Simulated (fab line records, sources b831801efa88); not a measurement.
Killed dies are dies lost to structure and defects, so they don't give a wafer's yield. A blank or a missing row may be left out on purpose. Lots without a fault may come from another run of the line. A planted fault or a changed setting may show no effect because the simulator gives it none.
A struck lot beside a sound one | flow sky130 | 34 steps out of a route of 708
Sound: wafers L878.2, L878.4, L878.5. Struck: wafers L886.2, L886.3, L886.5. The cause comes at the end.
At each step with rows: each side's tool, then ch and its chambers, then its first start. Under that, the readings that differ: sound wafers | struck wafers | difference of the means | sigmas: that difference in standard deviations of wafers without a fault.
alike: readings whose means differ by less than 2 such deviations, and words and numbers that are the same on both sides. not compared: withheld readings, readings that some wafer has no value for, bounds like >300 that may hide the same value, and numbers for which the record gives no deviation and whose values overlap.
The two part at a step that has a row with sigmas, a row that says differs or no value, or rows on one side only. Numbers that don't overlap but have no deviation are shown without sigmas and don't part them. A reading that every wafer of one side lacks parts them only if that side has two wafers or more.

first, 7 steps without rows for these wafers: SKY_SONOS_TUNNEL_DEVELOP_06 (develop time 60 s); SKY_SONOS_TUNNEL_IMPLANT_09; SKY_SONOS_TUNNEL_WET_ETCH_10 (etches SiO2 in dHF, target depth 14 nm, time 280 s); SKY_SONOS_TUNNEL_STRIP_11 (strips in SPM, time 600 s); SKY_SONOS_TUNNEL_CLEAN_13 (cleans in dHF, time 20 s); SKY_SONOS_ONO_OXIDATION_00 (stabilise 600 s, purge 300 s, target thk 2.6 nm); SKY_SONOS_ONO_CVD_02 (deposits Si3N4 from DCS/NH3, target thk 10.5 nm, time 180 s).
SKY_SONOS_ONO_CVD_04: deposits SiO2 from SiH4/N2O, target thk 5.7199 nm.
  sound on lpcvd-03 ch 0, day 14 11:47; struck on lpcvd-03 ch 1, day 17 00:35
  reading                                    | sound             | struck            | difference | sigmas
  spike_tc_centre_C (C)                      | 900.0 901.6 900.6 | 923.6 922.7 924.1 | +22.7      | +21
  zone_power_centre_pct (%)                  | 15.3 15.2 15.6    | 27.7 28.6 28.8    | +13.0      | +6
  zone_power_lower_pct (%)                   | 16.65 16.36 16.41 | 12.51 12.28 12.37 | -4.09      | -22
  zone_power_upper_pct (%)                   | 16.41 16.67 16.37 | 12.49 12.79 12.81 | -3.79      | -15
  model.SiO2_of_SONOS_ONO_CVD_04.thk_nm (nm) | 5.521 5.543 5.525 | 6.263 6.145 5.96  | +0.593     |
SKY_SONOS_ONO_THK_MEAS_05:
  sound on film_metro-01, day 14 13:03; struck on film_metro-03, day 17 01:51
  reading                   | sound          | struck         | difference | sigmas
  SONOS_ONO_CVD_04_THK (nm) | 5.52 5.56 5.53 | 6.28 6.14 5.93 | +0.58      | +6
then, 23 steps without rows for these wafers: SKY_SONOS_ONO_DEHYDRATE_06 (time 60 s); SKY_SONOS_ONO_HMDS_07 (prime time 60 s); SKY_SONOS_ONO_COAT_08 (resist thk 1140 nm); SKY_SONOS_ONO_SOFTBAKE_09 (time 60 s); SKY_SONOS_ONO_EXPOSE_10 (exposes mask ONOM, target cd 410 nm); SKY_SONOS_ONO_PEB_11; SKY_SONOS_ONO_DEVELOP_12 (develop time 60 s); SKY_SONOS_ONO_ETCH_15 (etches the open film in CHF3/O2, target depth 19.52 nm, time 7.8 s); SKY_SONOS_ONO_WET_ETCH_16 (etches SiO2 in dHF, target depth 14 nm, time 280 s); SKY_SONOS_ONO_STRIP_17 (strips in O2/N2); SKY_SONOS_ONO_WET_ETCH_18 (etches Si3N4 in H3PO4, target depth 15 nm, time 172 s); SKY_GATE_OXIDE_CLEAN_00 (cleans in SC1/SC2, time 150 s); SKY_GATE_OXIDE_OXIDATION_01 (stabilise 600 s, purge 300 s, target thk 10.268 nm); SKY_GATE_OXIDE_DEHYDRATE_03 (time 60 s); SKY_GATE_OXIDE_HMDS_04 (prime time 60 s); SKY_GATE_OXIDE_COAT_05 (resist thk 1140 nm); SKY_GATE_OXIDE_SOFTBAKE_06 (time 60 s); SKY_GATE_OXIDE_EXPOSE_07 (exposes mask LVOM, target cd 600 nm); SKY_GATE_OXIDE_PEB_08; SKY_GATE_OXIDE_DEVELOP_09 (develop time 60 s); SKY_GATE_OXIDE_IMPLANT_11; SKY_GATE_OXIDE_WET_ETCH_12 (etches SiO2 in dHF, target depth 16.8 nm, time 336 s); SKY_GATE_OXIDE_STRIP_13 (strips in O2/N2).
-- the record jumps here: 3 days lie between the struck wafers' starts before and after --
SKY_GATE_OXIDE_CLEAN_15: cleans in SC1/SC2, time 150 s.
  sound on wet_bench-01 ch 2, day 16 21:33; struck on wet_bench-01 ch 1, day 19 17:02
  reading                                    | sound             | struck            | difference | sigmas
  bath_heat_duty_pct (%)                     | 11.0 12.2 13.0    | 15.6 14.6 14.8    | +2.9       | +2
  model.SiO2_of_SONOS_ONO_CVD_04.thk_nm (nm) | 4.015 4.032 4.018 | 4.751 4.633 4.452 | +0.590     |
-- the record jumps here: 30 days lie between the struck wafers' starts before and after (it left off in module GATE_OXIDE and takes up again in module PAD_OPEN, whose first step shown is number 708 of the route) --
SKY_PAD_OPEN_PROBE_99:
  sound on prober-01, day 47 23:36; struck on prober-01, day 49 21:35
  reading                               | sound                | struck               | difference | sigmas
  killed_at_other                       | 2 2 0                | 1 0 0                | -1         | -2
  model.etest.sonos_erased.drive_ua_um  | 209.1 179.3 187.2    | 149.5 134.1 177.1    | -38.3      |
  model.etest.cap_ono.gate_log10_a_cm2  | -7.895 -7.807 -7.879 | -8.617 -8.498 -8.256 | -0.597     |
  model.etest.cap_ono.gate_bv_v (V)     | 16.28 16.37 16.41    | 16.72 16.73 16.58    | +0.32      |
  model.etest.cap_ono.tox_acc_nm (nm)   | 12.86 12.81 12.86    | 13.35 13.3 13.11     | +0.41      |
  model.etest.sonos_programmed.vt_v (V) | 1.549 1.56 1.533     | 1.148 1.218 1.302    | -0.325     |
  model.etest.sonos_erased.vt_v (V)     | -2.264 -2.262 -2.278 | -2.045 -2.056 -2.168 | +0.178     |
  model.etest.sonos_baked.vt_v (V)      | 1.044 1.03 1.025     | 0.7391 0.7867 0.8676 | -0.2352    |
  alike: killed_at_M0_to_M3, killed_at_M4_up, killed_at_contacts, killed_at_front_end, killed_dies, killed_open, killed_short
  not compared: model.etest.sonos_uncharged.r_on_ohm_um

WHERE THEY PART
First at SKY_SONOS_ONO_CVD_04; last, within this record, at SKY_PAD_OPEN_PROBE_99.

WHY: what the simulator had put in
Process parameter drift: lpcvd-03, from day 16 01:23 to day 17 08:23, at SKY_SONOS_ONO_CVD_04. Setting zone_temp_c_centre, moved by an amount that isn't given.
